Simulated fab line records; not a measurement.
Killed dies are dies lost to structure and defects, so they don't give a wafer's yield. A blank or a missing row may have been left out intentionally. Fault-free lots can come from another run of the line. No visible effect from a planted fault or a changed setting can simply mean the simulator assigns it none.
What tool caused it? -- flow sky130 -- 24 lots with 72 wafers sampled at 4 steps, on a route of 708 steps

== WHAT THE GAUGES SHOWED, per wafer ==
SKY_LDD_LDN_TW_MEAS_13.
lot,measured,on,LDD_LDN_TW
L074,day 22 16:13,film_metro-04,1485 1483 1477
L075,day 23 04:46,film_metro-04,1482 1473 1482
L076,day 23 09:03,film_metro-04,1480 1473 1473
L077,day 23 22:40,film_metro-03,1480 1479 1477
L078,day 24 08:22,film_metro-01,1476 1459 1455
L079,day 24 13:39,film_metro-01,1464 1469 1468
L080,day 25 06:45,film_metro-04,1471 1467 1470
L081,day 25 12:22,film_metro-04,1477 1470 1472
L082,day 25 21:44,film_metro-01,1464 1460 1463
L083,day 26 05:22,film_metro-04,1480 1477 1482
L084,day 26 13:40,film_metro-03,1482 1486 1475
L085,day 26 22:58,film_metro-03,1475 1482 1483
L086,day 27 08:31,film_metro-01,1462 1466 1470
L087,day 27 21:08,film_metro-01,1467 1465 1467
L089,day 28 03:34,film_metro-04,1487 1481 1485
L088,day 28 04:22,film_metro-01,1474 1476 1468
L091,day 28 23:31,film_metro-04,1490 1478 1491
L090,day 29 00:46,film_metro-03,1467 1470 1472
L092,day 29 01:04,film_metro-01,1454 1456 1452
L093,day 29 10:25,film_metro-04,1486 1491 1481
L094,day 29 15:58,film_metro-01,1451 1444 1452
L095,day 30 02:43,film_metro-04,1481 1486 1478
L096,day 30 09:01,film_metro-04,1470 1472 1480
L097,day 30 15:13,film_metro-01,1470 1466 1465

SKY_LI_CONTACT_BOW_MEAS_03.
lot,measured,on,LI_CONTACT_BOW (um)
L074,day 27 18:34,film_metro-03,55 71 57
L075,day 28 04:24,film_metro-02,61 54 48
L076,day 28 08:40,film_metro-03,61 50 57
L077,day 28 22:32,film_metro-03,56 58 64
L078,day 29 07:55,film_metro-02,43 55 58
L079,day 29 10:16,film_metro-01,62 54 51
L080,day 30 03:02,film_metro-01,48 56 43
L081,day 30 11:13,film_metro-01,66 65 61
L082,day 30 17:07,film_metro-01,57 62 63
L083,day 31 01:15,film_metro-01,56 66 57
L084,day 31 09:08,film_metro-02,58 45 54
L085,day 31 18:16,film_metro-03,46 40 47
L086,day 32 05:26,film_metro-03,51 52 69
L087,day 32 16:57,film_metro-01,66 64 60
L089,day 32 22:16,film_metro-03,49 63 54
L088,day 32 23:59,film_metro-02,55 48 52
L091,day 33 17:24,film_metro-02,53 46 63
L090,day 33 20:13,film_metro-02,51 57 48
L092,day 33 19:35,film_metro-01,61 55 66
L093,day 34 02:36,film_metro-03,53 57 65
L094,day 34 09:58,film_metro-02,68 56 42
L095,day 34 19:58,film_metro-02,47 61 49
L096,day 34 22:46,film_metro-02,55 47 47
L097,day 35 07:08,film_metro-01,62 56 54

SKY_LOCAL_INTERCONNECT_CD_MEAS_11: target cd 170 nm.
lot,measured,on,cd_nm (nm)
L074,day 30 03:30,cd_sem-02,169.7 169.0 169.2
L075,day 30 13:28,cd_sem-02,171.3 172.2 171.7
L076,day 30 17:20,cd_sem-02,169.5 170.1 171.6
L077,day 31 07:20,cd_sem-01,171.7 169.0 168.3
L078,day 31 16:59,cd_sem-02,170.4 169.0 169.9
L079,day 31 18:16,cd_sem-02,170.9 170.7 170.0
L080,day 32 10:46,cd_sem-02,168.3 169.3 168.0
L081,day 32 18:34,cd_sem-02,172.4 169.5 170.1
L082,day 33 00:37,cd_sem-01,170.3 169.8 171.0
L083,day 33 08:49,cd_sem-01,171.5 171.0 170.8
L084,day 33 16:38,cd_sem-02,170.7 171.4 171.2
L085,day 34 01:13,cd_sem-01,167.5 166.6 168.4
L086,day 34 12:02,cd_sem-01,173.7 171.4 172.3
L087,day 34 23:05,cd_sem-02,170.0 168.0 171.0
L089,day 35 04:16,cd_sem-01,171.6 171.6 171.7
L088,day 35 05:55,cd_sem-01,169.0 169.7 169.8
L091,day 36 00:04,cd_sem-02,169.8 171.1 169.8
L090,day 36 02:29,cd_sem-02,171.6 171.4 170.8
L092,day 36 01:50,cd_sem-01,169.0 167.5 170.1
L093,day 36 09:18,cd_sem-01,175.0 173.8 174.1
L094,day 36 15:41,cd_sem-02,170.3 171.6 170.7
L095,day 37 02:10,cd_sem-01,169.2 170.5 169.4
L096,day 37 05:06,cd_sem-02,172.6 173.4 174.0
L097,day 37 12:59,cd_sem-02,166.8 168.6 166.4

SKY_METAL1_CD_MEAS_15: target cd 140 nm.
lot,measured,on,cd_nm (nm)
L074,day 32 13:08,cd_sem-01,141.7 140.7 141.4
L075,day 32 22:56,cd_sem-02,139.0 140.4 139.9
L076,day 33 02:53,cd_sem-02,141.1 141.1 141.7
L077,day 33 16:23,cd_sem-01,140.1 140.8 141.3
L078,day 34 01:18,cd_sem-02,140.5 140.7 142.7
L079,day 34 02:22,cd_sem-01,137.6 138.4 139.8
L080,day 34 18:56,cd_sem-01,141.5 138.6 139.6
L081,day 35 02:56,cd_sem-01,140.6 140.9 140.3
L082,day 35 07:49,cd_sem-02,141.4 139.7 139.7
L083,day 35 17:49,cd_sem-01,142.6 140.0 139.1
L084,day 36 00:42,cd_sem-02,141.6 139.5 139.8
L085,day 36 09:13,cd_sem-02,139.4 140.1 139.4
L086,day 36 19:38,cd_sem-02,140.5 140.0 139.5
L087,day 37 07:47,cd_sem-02,142.2 140.0 142.6
L089,day 37 11:59,cd_sem-01,142.7 142.5 142.4
L088,day 37 13:58,cd_sem-01,142.6 141.8 142.1
L091,day 38 07:29,cd_sem-01,141.8 139.7 140.6
L090,day 38 10:56,cd_sem-02,138.7 138.8 137.7
L092,day 38 09:58,cd_sem-02,136.9 136.6 137.4
L093,day 38 16:51,cd_sem-01,138.0 139.9 139.6
L094,day 38 23:56,cd_sem-02,137.9 138.3 138.2
L095,day 39 09:47,cd_sem-02,140.2 138.5 139.3
L096,day 39 11:44,cd_sem-02,139.9 139.7 139.1
L097,day 39 19:43,cd_sem-02,141.3 141.5 141.2

== WHAT TOOL EACH LOT RAN ON (gives the tool, then ch and the chambers of the sampled wafers, and finally the start) ==
The record holds no process step before these readings.

== WHAT THE TOOLS THEMSELVES READ (means of the sampled wafers that have a number; where no wafer has one, the mark that the record gives instead) ==
The record holds no such reading with a usual standard deviation.

== THE ANSWER, worked out from the rows above alone ==
Rule: the usual values come from the lots themselves. The widest of any qualifying gaps counts: lots, ordered by their means at a reading, are off when they make up no more than a third of the lots, leave a main group of 4 or more, and stand apart from it by 3 or more times the standard deviation of that group's means. A main group is skipped when, at the precision printed for the reading in the tables above, its means are all equal. A lot without any number at a reading at which 4 lots or more have one is off too. Where the step has rows for the other lots, those lots are counted as sound. First the gauges in route order, then the tools' own readings, where a lot's mean is used as printed above. The first step at which some lot is off is used, and at that step the reading that is off furthest; a lot without a number counts as furthest.
No lot is off on any of the readings shown, so nothing can be concluded from this.

== WHAT WAS PUT IN BY THE SIMULATOR ==
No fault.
